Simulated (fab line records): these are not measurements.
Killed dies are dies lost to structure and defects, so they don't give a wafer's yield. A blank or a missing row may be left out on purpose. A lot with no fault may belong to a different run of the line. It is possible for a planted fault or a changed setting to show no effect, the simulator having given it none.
Chamber matching | flow gf180mcu | GF_V4_CMP_04 on cmp-02 has 4 sister chambers
The step polishes SiO2. 8 wafers are shown with their chamber, then 12 later ones without.

== WAFERS WITH THEIR CHAMBER ==
wafer  | chamber | motor current A (A) | time to endpoint s (s)
L081.6 | 3       | 10.8                | 90
L087.4 | 2       | 12.5                | 79
L088.2 | 3       | 10.5                | 82
L088.3 | 2       | 12.4                | 72
L088.5 | 0       | 10.8                | 82
L089.2 | 1       | 13.8                | 75
L089.4 | 0       | 11.3                | 83
L089.6 | 1       | 14.2                | 88

== WAFERS MISSING THEIR CHAMBER ==
wafer  | motor current A (A) | time to endpoint s (s)
L093.1 | 11.8                | 79
L093.5 | 11.0                | 84
L093.6 | 12.4                | 78
L094.1 | 11.1                | 80
L094.3 | 14.7                | 84
L094.4 | 13.2                | 80
L096.1 | 10.7                | 89
L096.4 | 12.4                | 79
L096.6 | 11.4                | 87
L097.3 | 10.7                | 86
L097.4 | 12.4                | 82
L097.5 | 11.6                | 94

== EACH ONE'S CHAMBER ==
wafer  | from the rows above          | in truth
L093.1 | can't be placed: 2 or 0      | 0
L093.5 | can't be placed: 0 or 3      | 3
L093.6 | 2                            | 2
L094.1 | can't be placed: 0 or 3      | 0
L094.3 | 1                            | 1
L094.4 | can't be placed: 2 or 1      | 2
L096.1 | can't be placed: 3 or 0      | 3
L096.4 | 2                            | 2
L096.6 | can't be placed: 0 or 3      | 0
L097.3 | can't be placed: 3 or 0      | 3
L097.4 | 2                            | 2
L097.5 | can't be placed: 0 or 3 or 2 | 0
Correctly placed: 4 of 12. Not placeable from these rows: 8 (in 8, the candidates include the true chamber). 0 placed wrongly.
How it was worked out, from the rows above alone: a wafer's distance from a chamber is the root of the sum, over the readings, of the square of ((its reading less the chamber's mean) divided by the reading's scatter). The wafer belongs to the nearest chamber; if the next one is less than 2 further off, it can't be placed. The mean given for a chamber averages the wafers shown for that chamber. The scatter is the square root of a quotient: the sum, over the shown wafers, of each reading's squared deviation from its chamber's mean, divided by wafers minus chambers.
